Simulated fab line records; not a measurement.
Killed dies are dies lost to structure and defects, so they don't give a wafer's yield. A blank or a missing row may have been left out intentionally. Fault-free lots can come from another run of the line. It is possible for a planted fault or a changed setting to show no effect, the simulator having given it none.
fab line records    flow sky130    part 1 of 2: steps 1 to 43 of 44
[record] lots = 6  wafers = 18  last-day = 50
route steps=708 shown VIA3@591 METAL4@598 CAP2M@603 PAD_OPEN@708
lots that met no fault: from a run of the same line without faults
start-h: hours from the record's first day to the start of the lot's first wafer shown    wait-h: time in hours since the lot's previous step    " repeats the value in the row above    L1.1+2: one row covering several wafers at once    - value missing, or start not given    * or withheld: withheld    < > ~ a bound
route shown NAME@n: names a module that has steps shown in the file, with the first one's number in the route    usual: mean/standard deviation taken from wafers without a fault    same: alike in all rows    chamber/n: place in a boat    sites: readings site by site    _std_site: standard deviation of those values    _edge_site: the outer-site mean with the inner-site mean subtracted    radius-mm: how far each site lies from the wafer's centre    mask NAME#n: copy n    behind: the tool/chamber that last shaped the wafer    hold: what put the lot on hold/how long, in hours/how the hold closed    device: the transistor (n, p or np) that didn't switch    end of line: tests of these same wafers at the route's end    a step given without rows: its recipe and nothing more    killed: not the wafer's yield, but the dies lost to structure and defects at the first sort    map: shows each die of a wafer: x if killed, . if not, _ if none is there
set.NAME: the setting as run; set.NAME@STEP: as run at that earlier step    model.NAME: the simulator's own value behind a step, which no gauge read
lots at selected steps of the route; one table per step, one row per wafer
services: when a tool's chamber went out of use (start-h, in hours from the record's first day, below 0 if earlier), for how many hours, and the reason
[[steps]]
[step SKY_VIA3_CLEAN_18]
[recipe] chemistry = IPA  time-s = 180  temp-c = 25
[step SKY_VIA3_CLEAN_19]
[recipe] chemistry = O3/DIW  dry = n2-spin
[step SKY_VIA3_SPUTTER_20]
[recipe] material = TiN  target-thk-nm = 20  chamber-pressure-pa = 5  power-w = 4000  time-s = 80
[usual] throttle-valve-pct = 29.9/0.78
[same] time-s = 80
lot.wafer  tool            chamber  start-h  wait-h  throttle-valve-pct
L370.1     pvd-sputter-01  -        943.71   0.0     29.5
L370.3     "               -        "        "       30.0
L370.5     "               -        "        "       30.3
L373.1     pvd-sputter-02  -        976.78   0.0     29.8
L373.2     "               -        "        "       31.3
L373.5     "               -        "        "       31.4
L375.1     pvd-sputter-02  -        986.05   0.0     29.8
L375.3     "               -        "        "       31.0
L375.5     "               -        "        "       31.1
L380.3     pvd-sputter-04  -        1025.43  0.0     29.0
L380.5     "               -        "        "       29.5
L380.6     "               -        "        "       30.7
L387.1     pvd-sputter-02  -        1061.27  0.0     29.6
L387.5     "               -        "        "       31.3
L387.6     "               -        "        "       29.9
L390.1     pvd-sputter-01  -        1072.49  0.0     28.5
L390.2     "               -        "        "       30.0
L390.6     "               -        "        "       30.5
[step SKY_VIA3_CVD_21]
[recipe] material = W  target-thk-nm = 390  time-s = 117.31  temp-c = 400  pressure-torr = 40
[step SKY_VIA3_RS_MEAS_22]
[recipe] thk-meas-gauge = four-point-probe  reads = W_of_VIA3_CVD_21+TiN_of_VIA3_SPUTTER_20
[usual] VIA3_W_RS = 0.293/0.005
lot.wafer  tool           chamber  start-h  wait-h  VIA3_W_RS[ohm/sq]
L370.1     film-metro-01  -        943.89   0.1     0.297
L370.3     "              -        "        "       0.300
L370.5     "              -        "        "       0.297
L373.1     film-metro-02  -        976.96   0.1     0.296
L373.2     "              -        "        "       0.290
L373.5     "              -        "        "       0.288
L375.1     film-metro-01  -        986.35   0.2     0.285
L375.3     "              -        "        "       0.287
L375.5     "              -        "        "       0.284
L380.3     film-metro-04  -        1025.66  0.1     0.288
L380.5     "              -        "        "       0.287
L380.6     "              -        "        "       0.290
L387.1     film-metro-01  -        1061.46  0.1     0.293
L387.5     "              -        "        "       0.295
L387.6     "              -        "        "       0.291
L390.1     film-metro-04  -        1072.67  0.1     0.293
L390.2     "              -        "        "       0.300
L390.6     "              -        "        "       0.296
[step SKY_VIA3_THK_MEAS_23]
[recipe] thk-meas-gauge = xrf  reads = W_of_VIA3_CVD_21
[usual] VIA3_W_THK = 377/8.5
lot.wafer  tool           chamber  start-h  wait-h  VIA3_W_THK[nm]
L370.1     film-metro-01  -        944.01   0.1     371
L370.3     "              -        "        "       368
L370.5     "              -        "        "       373
L373.1     film-metro-02  -        977.08   0.1     372
L373.2     "              -        "        "       378
L373.5     "              -        "        "       382
L375.1     film-metro-01  -        986.47   0.1     388
L375.3     "              -        "        "       387
L375.5     "              -        "        "       392
L380.3     film-metro-04  -        1025.76  0.1     381
L380.5     "              -        "        "       383
L380.6     "              -        "        "       379
L387.1     film-metro-01  -        1061.58  0.1     386
L387.5     "              -        "        "       384
L387.6     "              -        "        "       388
L390.1     film-metro-04  -        1072.79  0.1     373
L390.2     "              -        "        "       363
L390.6     "              -        "        "       369
[step SKY_VIA3_CMP_24]
[recipe] stop-on = SiO2  t-overpolish-s = 20  down-force-psi = 3.5  platen-rpm = 60  target-thk-nm = 0  pad-velocity-m-s = 0.94248
[step SKY_METAL4_SPUTTER_00]
[recipe] material = Ti  target-thk-nm = 15  power-w = 3000  time-s = 10  chamber-pressure-pa = 0.4
[usual] throttle-valve-pct = 30.3/1.1
[same] time-s = 10
lot.wafer  tool            chamber  start-h  wait-h  throttle-valve-pct
L370.1     pvd-sputter-03  -        944.37   0.2     28.8
L370.3     "               -        "        "       31.3
L370.5     "               -        "        "       31.6
L373.1     pvd-sputter-04  -        977.44   0.2     29.5
L373.2     "               -        "        "       28.9
L373.5     "               -        "        "       30.0
L375.1     pvd-sputter-04  -        986.83   0.2     29.3
L375.3     "               -        "        "       31.0
L375.5     "               -        "        "       29.1
L380.3     pvd-sputter-04  -        1026.10  0.2     28.8
L380.5     "               -        "        "       29.0
L380.6     "               -        "        "       31.1
L387.1     pvd-sputter-03  -        1063.08  0.1     29.4
L387.5     "               -        "        "       28.9
L387.6     "               -        "        "       31.7
L390.1     pvd-sputter-02  -        1073.15  0.1     29.9
L390.2     "               -        "        "       31.7
L390.6     "               -        "        "       30.6
[step SKY_METAL4_SPUTTER_01]
[recipe] material = TiN  target-thk-nm = 20  power-w = 6500  time-s = 16.7  chamber-pressure-pa = 0.4
[usual] throttle-valve-pct = 30.3/1.1
[same] time-s = 16.7
lot.wafer  tool            chamber  start-h  wait-h  throttle-valve-pct
L370.1     pvd-sputter-03  -        944.39   0.0     28.8
L370.3     "               -        "        "       31.5
L370.5     "               -        "        "       31.5
L373.1     pvd-sputter-04  -        977.46   0.0     29.5
L373.2     "               -        "        "       28.9
L373.5     "               -        "        "       30.1
L375.1     pvd-sputter-04  -        986.85   0.0     29.1
L375.3     "               -        "        "       31.0
L375.5     "               -        "        "       28.8
L380.3     pvd-sputter-04  -        1026.12  0.0     28.7
L380.5     "               -        "        "       28.9
L380.6     "               -        "        "       30.8
L387.1     pvd-sputter-03  -        1063.10  0.0     29.5
L387.5     "               -        "        "       29.0
L387.6     "               -        "        "       31.7
L390.1     pvd-sputter-02  -        1073.18  0.0     30.0
L390.2     "               -        "        "       31.3
L390.6     "               -        "        "       30.9
[step SKY_METAL4_SPUTTER_02]
[recipe] material = AlCu  target-thk-nm = 735  power-w = 10600  time-s = 39.1  chamber-pressure-pa = 0.4
[step SKY_METAL4_SPUTTER_03]
[recipe] material = Ti  target-thk-nm = 5  power-w = 3000  time-s = 3.3  chamber-pressure-pa = 0.4
[step SKY_METAL4_SPUTTER_04]
[recipe] material = TiN  target-thk-nm = 70  power-w = 6500  time-s = 58.3  chamber-pressure-pa = 0.4
[step SKY_CAP2M_CVD_00]
[recipe] material = SiO2  target-thk-nm = 15.5  temp-c = 400  time-s = withheld  rf-w = 450
[usual] heater-power-w = 731/73
lot.wafer  tool      chamber  start-h  wait-h  heater-power-w  model.SiO2_of_CAP2M_CVD_00.thk-nm
L370.1     pecvd-04  2        944.52   0.0     579             15.38
L370.3     "         1        "        "       747             15.19
L370.5     "         2        "        "       592             15.37
L373.1     pecvd-04  1        977.59   0.0     809             8.808
L373.2     "         2        "        "       626             9.15
L373.5     "         2        "        "       637             9.015
L375.1     pecvd-04  1        986.99   0.0     825             8.891
L375.3     "         0        "        "       859             8.536
L375.5     "         2        "        "       689             8.828
L380.3     pecvd-02  2        1026.25  0.0     699             15.1
L380.5     "         2        "        "       678             15.49
L380.6     "         0        "        "       785             15.56
L387.1     pecvd-02  1        1063.24  0.0     771             15.33
L387.5     "         0        "        "       724             15.4
L387.6     "         2        "        "       697             15.68
L390.1     pecvd-04  2        1073.31  0.0     575             15.57
L390.2     "         0        "        "       858             15.33
L390.6     "         2        "        "       581             15.75
[step SKY_CAP2M_THK_MEAS_01]
[recipe] reads = SiO2_of_CAP2M_CVD_00
[usual] CAP2M_CVD_00_THK = 15.50/0.25
lot.wafer  tool           chamber  start-h  wait-h  hold                      CAP2M_CVD_00_THK[nm]
L370.1     film-metro-03  -        944.54   -       -                         15.40
L370.3     "              -        "        "       -                         15.21
L370.5     "              -        "        "       -                         15.41
L373.1     film-metro-04  -        977.61   -       await-dispo/0.2h/release  8.77
L373.2     "              -        "        "       await-dispo/0.2h/release  9.17
L373.5     "              -        "        "       await-dispo/0.2h/release  9.00
L373.1     film-metro-04  -        977.84   0.2     -                         8.80
L373.2     "              -        "        "       -                         9.18
L373.5     "              -        "        "       -                         9.06
L375.1     film-metro-01  -        987.01   -       await-dispo/0.2h/release  8.90
L375.3     "              -        "        "       await-dispo/0.2h/release  8.53
L375.5     "              -        "        "       await-dispo/0.2h/release  8.80
L375.1     film-metro-01  -        987.23   0.2     -                         8.96
L375.3     "              -        "        "       -                         8.58
L375.5     "              -        "        "       -                         8.77
L380.3     film-metro-01  -        1026.29  -       -                         15.11
L380.5     "              -        "        "       -                         15.54
L380.6     "              -        "        "       -                         15.59
L387.1     film-metro-01  -        1063.26  -       -                         15.30
L387.5     "              -        "        "       -                         15.43
L387.6     "              -        "        "       -                         15.65
L390.1     film-metro-03  -        1073.33  -       -                         15.58
L390.2     "              -        "        "       -                         15.32
L390.6     "              -        "        "       -                         15.74
[step SKY_CAP2M_SPUTTER_02]
[recipe] material = TiN  target-thk-nm = 200  temp-c = 300  power-w = 6500  time-s = 166.7  chamber-pressure-pa = 0.4
[usual] throttle-valve-pct = 29.6/0.78
[same] time-s = 166.7
lot.wafer  tool            chamber  start-h  wait-h  hold                      throttle-valve-pct
L370.1     pvd-sputter-04  -        944.60   0.1     -                         29.1
L370.3     "               -        "        "       -                         30.1
L370.5     "               -        "        "       -                         29.7
L373.1     pvd-sputter-03  -        981.33   3.5     await-dispo/3.4h/release  31.6
L373.2     "               -        "        "       await-dispo/3.4h/release  29.6
L373.5     "               -        "        "       await-dispo/3.4h/release  32.2
L375.1     pvd-sputter-03  -        991.31   4.1     await-dispo/2.7h/release  32.1
L375.3     "               -        "        "       await-dispo/2.7h/release  28.9
L375.5     "               -        "        "       await-dispo/2.7h/release  28.9
L380.3     pvd-sputter-01  -        1026.33  0.0     -                         30.0
L380.5     "               -        "        "       -                         28.5
L380.6     "               -        "        "       -                         28.9
L387.1     pvd-sputter-04  -        1063.32  0.1     -                         30.9
L387.5     "               -        "        "       -                         29.5
L387.6     "               -        "        "       -                         30.1
L390.1     pvd-sputter-01  -        1073.39  0.1     -                         29.0
L390.2     "               -        "        "       -                         30.0
L390.6     "               -        "        "       -                         28.9
[step SKY_CAP2M_RS_MEAS_03]
[recipe] thk-meas-gauge = four-point-probe  reads = TiN_of_CAP2M_SPUTTER_02
[usual] CAP2M_TIN_RS = 6.87/0.073
lot.wafer  tool           chamber  start-h  wait-h  CAP2M_TIN_RS[ohm/sq]
L370.1     film-metro-04  -        944.71   0.1     6.92
L370.3     "              -        "        "       6.94
L370.5     "              -        "        "       6.93
L373.1     film-metro-01  -        981.43   0.1     6.91
L373.2     "              -        "        "       6.87
L373.5     "              -        "        "       6.82
L375.1     film-metro-03  -        991.43   0.1     6.92
L375.3     "              -        "        "       6.91
L375.5     "              -        "        "       6.93
L380.3     film-metro-03  -        1026.48  0.1     6.75
L380.5     "              -        "        "       6.79
L380.6     "              -        "        "       6.81
L387.1     film-metro-03  -        1063.43  0.1     6.81
L387.5     "              -        "        "       6.79
L387.6     "              -        "        "       6.80
L390.1     film-metro-01  -        1073.50  0.1     6.79
L390.2     "              -        "        "       6.73
L390.6     "              -        "        "       6.73
[step SKY_CAP2M_THK_MEAS_04]
[recipe] thk-meas-gauge = xrf  reads = TiN_of_CAP2M_SPUTTER_02
[usual] CAP2M_TIN_THK = 201.3/2.6
lot.wafer  tool           chamber  start-h  wait-h  CAP2M_TIN_THK[nm]
L370.1     film-metro-04  -        944.83   0.1     198.8
L370.3     "              -        "        "       198.9
L370.5     "              -        "        "       198.6
L373.1     film-metro-01  -        981.55   0.1     201.1
L373.2     "              -        "        "       202.2
L373.5     "              -        "        "       202.7
L375.1     film-metro-03  -        991.55   0.1     200.1
L375.3     "              -        "        "       199.7
L375.5     "              -        "        "       200.1
L380.3     film-metro-03  -        1026.58  0.1     204.5
L380.5     "              -        "        "       204.4
L380.6     "              -        "        "       203.6
L387.1     film-metro-03  -        1063.55  0.1     203.3
L387.5     "              -        "        "       204.0
L387.6     "              -        "        "       203.4
L390.1     film-metro-01  -        1073.62  0.1     205.0
L390.2     "              -        "        "       208.1
L390.6     "              -        "        "       207.0
[step SKY_CAP2M_DEHYDRATE_05]
[recipe] temp-c = 200  time-s = 60
[step SKY_CAP2M_HMDS_06]
[recipe] prime-time-s = 60  prime-temp-c = 120
[step SKY_CAP2M_COAT_07]
[recipe] resist = NOVOLAK  spin-rpm = 3000  resist-thk-nm = 1140
[step SKY_CAP2M_SOFTBAKE_08]
[recipe] temp-c = 90  time-s = 60  resist = NOVOLAK
[step SKY_CAP2M_EXPOSE_09]
[recipe] mask-id = CAP2M  na = 0.6  source-shape = conventional  sigma-outer = 0.6  polarization = unpolarized  target-cd-nm = 1000  dose-mj = 159
[step SKY_CAP2M_PEB_10]
[recipe] temp-c = withheld  time-s = *  resist = NOVOLAK
[step SKY_CAP2M_DEVELOP_11]
[recipe] resist = NOVOLAK  developer = TMAH  develop-time-s = 60  dev-temp-c = 23
[step SKY_CAP2M_OVL_MEAS_12]
[usual] CAP2M_OVL = 0.2/1.5
lot.wafer  tool        chamber  start-h  wait-h  CAP2M_OVL[nm]
L370.1     overlay-01  -        967.72   0.1     0.9
L370.3     "           -        "        "       0.7
L370.5     "           -        "        "       1.5
L373.1     overlay-02  -        1001.24  0.1     0.0
L373.2     "           -        "        "       0.0
L373.5     "           -        "        "       2.0
L375.1     overlay-01  -        1009.87  0.1     0.9
L375.3     "           -        "        "       1.3
L375.5     "           -        "        "       1.3
L380.3     overlay-01  -        1047.56  0.1     0.0
L380.5     "           -        "        "       1.3
L380.6     "           -        "        "       2.6
L387.1     overlay-01  -        1083.47  0.1     1.3
L387.5     "           -        "        "       0.7
L387.6     "           -        "        "       0.7
L390.1     overlay-01  -        1093.84  0.1     -1.4
L390.2     "           -        "        "       -1.1
L390.6     "           -        "        "       -0.7
[step SKY_CAP2M_METAL_ETCH_13]
[recipe] target-depth-nm = 220  stop-on = SiO2  chemistry = Cl2/BCl3  target = TiN  pressure-mtorr = 10  icp-w = 900  bias-w = 48.5  Cl2_flow_sccm = 60  bcl3-flow-sccm = 30  time-s = 62.9
[step SKY_CAP2M_STRIP_14]
[recipe] chemistry = O2/N2  power-w = 1400  pressure-mtorr = 1500  platen-temp-c = withheld  o2-flow-sccm = 3000  n2-flow-sccm = 300  overash-fraction = 0.5
[step SKY_CAP2M_STRIP_15]
[recipe] chemistry = post-etch-residue-remover  time-s = 1200  temp-c = 72.5
[step SKY_CAP2M_CLEAN_16]
[recipe] chemistry = IPA  time-s = 180  temp-c = 25
[step SKY_CAP2M_CLEAN_17]
[recipe] chemistry = O3/DIW  dry = n2-spin
[step SKY_METAL4_DEHYDRATE_05]
[recipe] temp-c = 200  time-s = 60
[step SKY_METAL4_HMDS_06]
[recipe] prime-time-s = 60  prime-temp-c = 120
[step SKY_METAL4_COAT_07]
[recipe] resist = BARC  temp-c = withheld  time-s = withheld  spin-rpm = 3000  resist-thk-nm = 60
[step SKY_METAL4_COAT_08]
[recipe] resist = KrF-thick  spin-rpm = 3000  resist-thk-nm = 1140
[step SKY_METAL4_SOFTBAKE_09]
[recipe] temp-c = 100  time-s = 90  resist = KrF-thick
[step SKY_METAL4_EXPOSE_10]
[recipe] mask-id = MM4  na = 0.68  source-shape = annular  sigma-inner = 0.4  sigma-outer = 0.8  target-cd-nm = 300  dose-mj = 28
[step SKY_METAL4_PEB_11]
[recipe] peb-temp-c = withheld  peb-time-s = withheld  resist = KrF-thick
[step SKY_METAL4_DEVELOP_12]
[recipe] develop-time-s = 60  resist = KrF-thick  dev-temp-c = 21
[step SKY_METAL4_CD_MEAS_13]
[recipe] target-cd-nm = 300
[usual] cd-nm = 300.1/1.5
lot.wafer  tool       chamber  start-h  wait-h  cd-nm
L370.1     cd-sem-02  -        993.26   -       298.3
L370.3     "          -        "        "       298.6
L370.5     "          -        "        "       298.9
L373.1     cd-sem-01  -        1024.20  -       300.3
L373.2     "          -        "        "       299.8
L373.5     "          -        "        "       299.1
L375.1     cd-sem-02  -        1033.07  -       299.5
L375.3     "          -        "        "       300.0
L375.5     "          -        "        "       298.1
L380.3     cd-sem-02  -        1067.73  -       299.8
L380.5     "          -        "        "       300.3
L380.6     "          -        "        "       298.7
L387.1     cd-sem-02  -        1104.44  -       301.1
L387.5     "          -        "        "       302.3
L387.6     "          -        "        "       302.6
L390.1     cd-sem-01  -        1114.00  -       299.9
L390.2     "          -        "        "       300.4
L390.6     "          -        "        "       301.3
[step SKY_METAL4_OVL_MEAS_14]
[usual] METAL4_OVL = -7/5.6
lot.wafer  tool        chamber  start-h  wait-h  METAL4_OVL[nm]
L370.1     overlay-02  -        993.38   0.1     -1
L370.3     "           -        "        "       0
L370.5     "           -        "        "       -6
L373.1     overlay-02  -        1024.32  0.1     0
L373.2     "           -        "        "       -1
L373.5     "           -        "        "       -1
L375.1     overlay-02  -        1033.19  0.1     -10
L375.3     "           -        "        "       -2
L375.5     "           -        "        "       -6
L380.3     overlay-01  -        1067.83  0.1     6
L380.5     "           -        "        "       11
L380.6     "           -        "        "       -2
L387.1     overlay-01  -        1104.56  0.1     -8
L387.5     "           -        "        "       -3
L387.6     "           -        "        "       -6
L390.1     overlay-01  -        1114.12  0.1     -10
L390.2     "           -        "        "       -5
L390.6     "           -        "        "       -1
[step SKY_METAL4_DESCUM_15]
[recipe] chemistry = O2  source-power-w = 150  bias-power-w = 0  pressure-mtorr = 10  temp-c = 40  time-s = 8
[step SKY_METAL4_ETCH_16]
[recipe] chemistry = N2/H2  target = BARC  ion-energy-ev = 200  bias-w = 100  pressure-mtorr = 30  n2-flow-sccm = 100  h2-flow-sccm = 200  icp-w = 500  stop-on = SiO2  time-s = 88.2  target-depth-a = 600
[usual] drypump-motor-current-A = 5.6/0.6  oes-product-au = 0.625/0.0046  throttle-valve-pct = 13.205/0.0096
[same] time-s = 88.2
lot.wafer  tool          chamber  start-h  wait-h  drypump-motor-current-A  oes-product-au  rf-hours-counter-h  throttle-valve-pct
L370.1     rie-metal-02  0        993.45   0.0     5.5                      0.624           18                  13.227
L370.3     "             1        "        "       6.1                      0.623           -                   13.192
L370.5     "             0        "        "       5.5                      0.625           -                   13.194
L373.1     rie-metal-04  1        1024.38  0.0     5.7                      0.623           7                   13.201
L373.2     "             0        "        "       4.6                      0.635           20                  13.220
L373.5     "             0        "        "       4.6                      0.627           -                   13.214
L375.1     rie-metal-03  0        1033.26  0.0     6.0                      0.622           16                  13.213
L375.3     "             1        "        "       6.4                      0.624           -                   13.198
L375.5     "             1        "        "       6.4                      0.629           -                   13.209
L380.3     rie-metal-02  1        1067.91  0.0     6.1                      0.624           -                   13.197
L380.5     "             1        "        "       6.1                      0.614           -                   13.197
L380.6     "             0        "        "       5.5                      0.632           -                   13.205
L387.1     rie-metal-04  0        1104.63  0.0     4.6                      0.636           24                  13.209
L387.5     "             0        "        "       4.6                      0.625           -                   13.201
L387.6     "             1        "        "       5.7                      0.626           -                   13.213
L390.1     rie-metal-04  0        1114.18  0.0     4.7                      0.632           25                  13.201
L390.2     "             1        "        "       5.6                      0.623           13                  13.201
L390.6     "             1        "        "       5.7                      0.627           -                   13.213
[step SKY_METAL4_ETCH_17]
[recipe] target = SiO2  stop-on = TiN  chemistry = C4F8/O2/Ar  source-w = 1500  bias-w = 1200  pressure-mtorr = 40  c4f8-flow-sccm = withheld  O2_flow_sccm = 6  Ar_flow_sccm = 300  time-s = 3.9  target-depth-a = 150
[usual] oes-product-au = 0.754/0.0079
[same] time-s = 3.9
lot.wafer  tool         chamber  start-h  wait-h  oes-product-au  rf-hours-counter-h  model.etch.depth-nm
L370.1     rie-diel-02  2        993.55   0.1     0.750           14                  15.38
L370.3     "            1        "        "       0.741           10                  15.19
L370.5     "            0        "        "       0.747           -                   15.37
L373.1     rie-diel-03  0        1024.48  0.1     0.595           17                  8.808
L373.2     "            3        "        "       0.599           15                  9.15
L373.5     "            3        "        "       0.600           -                   9.015
L375.1     rie-diel-03  3        1033.35  0.1     0.583           16                  8.891
L375.3     "            2        "        "       0.584           19                  8.536
L375.5     "            3        "        "       0.590           -                   8.828
L380.3     rie-diel-03  3        1067.98  0.0     0.748           17                  15.1
L380.5     "            0        "        "       0.752           -                   15.49
L380.6     "            3        "        "       0.757           -                   15.56
L387.1     rie-diel-02  0        1104.73  0.1     0.744           21                  15.33
L387.5     "            3        "        "       0.753           -                   15.4
L387.6     "            0        "        "       0.762           -                   15.68
L390.1     rie-diel-01  2        1114.28  0.1     0.760           3                   15.57
L390.2     "            1        "        "       0.750           15                  15.33
L390.6     "            1        "        "       0.763           -                   15.75
[[key]]
[first-sign] step = SKY_CAP2M_THK_MEAS_01  reading = visit  direction = added
[effect] step = SKY_CAP2M_THK_MEAS_01  reading = CAP2M_CVD_00_THK  direction = down  sigmas = 27  usual = 15.50  struck = 8.86
[effect] step = SKY_METAL4_ETCH_17  reading = oes-product-au  direction = down  sigmas = 20  usual = 0.754  struck = 0.592
[model-effect] step = SKY_CAP2M_CVD_00  value = SiO2_of_CAP2M_CVD_00.thk-nm  without = 15.48  struck = 8.871
[model-effect] step = SKY_METAL4_ETCH_17  value = etch.depth-nm  without = 15.48  struck = 8.871
[model-effect] step = SKY_PAD_OPEN_PROBE_99  value = etest.tester.sort-n-pass  without = 407.3  struck = 0
met-at SKY_CAP2M_CVD_00
struck-wafers L373.1,L373.2,L373.5,L375.1,L375.3,L375.5
onset-between 944.52 977.59
[fault] kind = process-parameter-drift  tool = pecvd-04  chamber = -  onset-h = 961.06  steps = SKY_CAP2M_CVD_00  channel = target-thk-nm  offset = -6.6267  shape = step  end-h = 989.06  acts-in = these-recipes-only  stated = 15.5
